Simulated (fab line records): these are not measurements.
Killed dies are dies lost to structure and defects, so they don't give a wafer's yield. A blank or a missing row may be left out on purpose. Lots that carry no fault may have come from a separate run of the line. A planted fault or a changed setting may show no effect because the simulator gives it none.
Split-lot study | flow sfq-line | 5 lots, 23 wafers read, on a route of 325 steps

THE SPLIT ITSELF
At SFQ_TRILAYER_I2_VIA_LITHO_COAT_072 (resist thk 62 nm), the setting spin-rpm was moved away from the recipe's 3000 rpm on 5 of the 23 wafers read, by -4.8% to +4.0%. For the rest of the wafers, this setting stayed at what the recipe calls for.

Reading taken at the split's own step.

THE READING
BARC_of_TRILAYER_I2_VIA_LITHO_COAT_072.thk-nm (the simulator's own value, which no gauge read), in nm, at SFQ_TRILAYER_I2_VIA_LITHO_COAT_072 (resist thk 62 nm). There is no usual value for it anywhere in the file. Across the 18 wafers here that went through the recipe, the average is 61.99 nm and the standard deviation 0.17 nm.

wafer  | tool, chamber at the split | spin-rpm as run, rpm | against the recipe | BARC_of_TRILAYER_I2_VIA_LITHO_COAT_072.thk-nm, nm | against lot-mates on the recipe
L074.1 | litho-track-02, 0          | 2857                 | -4.8%              | 63.67                                             | +1.64
L074.2 | litho-track-02, 0          | 2857                 | -4.8%              | 63.7                                              | +1.67
L074.4 | litho-track-02, 0          | 2857                 | -4.8%              | 63.42                                             | +1.39
L074.5 | litho-track-02, 0          | 3000                 | recipe             | 61.92                                             | -
L074.6 | litho-track-02, 0          | 3000                 | recipe             | 62.15                                             | -
L078.1 | litho-track-04, 0          | 3000                 | recipe             | 62.04                                             | -
L078.3 | litho-track-04, 0          | 3000                 | recipe             | 62                                                | -
L078.4 | litho-track-04, 0          | 3000                 | recipe             | 62.13                                             | -
L081.1 | litho-track-02, 0          | 3000                 | recipe             | 62.06                                             | -
L081.2 | litho-track-02, 0          | 3000                 | recipe             | 61.78                                             | -
L081.3 | litho-track-02, 0          | 3000                 | recipe             | 61.83                                             | -
L081.4 | litho-track-02, 0          | 3121                 | +4.0%              | 60.72                                             | -1.17
L081.5 | litho-track-02, 0          | 3121                 | +4.0%              | 60.67                                             | -1.22
L082.1 | litho-track-04, 0          | 3000                 | recipe             | 62.22                                             | -
L082.4 | litho-track-04, 0          | 3000                 | recipe             | 62.22                                             | -
L082.2 | litho-track-04, 0          | 3000                 | recipe             | 62.03                                             | -
L082.3 | litho-track-04, 0          | 3000                 | recipe             | 62.13                                             | -
L082.6 | litho-track-04, 0          | 3000                 | recipe             | 62.28                                             | -
L083.1 | litho-track-04, 0          | 3000                 | recipe             | 61.93                                             | -
L083.3 | litho-track-04, 0          | 3000                 | recipe             | 61.89                                             | -
L083.4 | litho-track-04, 0          | 3000                 | recipe             | 61.73                                             | -
L083.5 | litho-track-04, 0          | 3000                 | recipe             | 61.77                                             | -
L083.6 | litho-track-04, 0          | 3000                 | recipe             | 61.72                                             | -

THE FIT
A straight line over all 23 wafers: BARC_of_TRILAYER_I2_VIA_LITHO_COAT_072.thk-nm changes by -0.331 nm for each +1% of spin-rpm; r = -0.97; the points scatter about the line by 0.17 nm.
The same after taking each lot's own level away (the mean of its wafers on the recipe; 23 wafers): -0.317 nm for each +1%; r = -0.99; scatter 0.1 nm.
The reading moves by 1.5 nm for the largest change in spin-rpm, on that fit.
The lots' own levels span 61.808 to 62.176 nm, that is 2.1 times the standard deviation above.
The two slopes are in agreement: the lot-to-lot level therefore moves the slope only a little.
Check: with one of the wafers moved furthest among these (-4.8%) left out of the fit, the line predicts +1.49 nm for it against its lot-mates. It came out at +1.64 nm against them.

THE FILE'S OWN FIT
BARC_of_TRILAYER_I2_VIA_LITHO_COAT_072.thk-nm changes by -0.314 nm for each +1% of spin-rpm, r = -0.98.
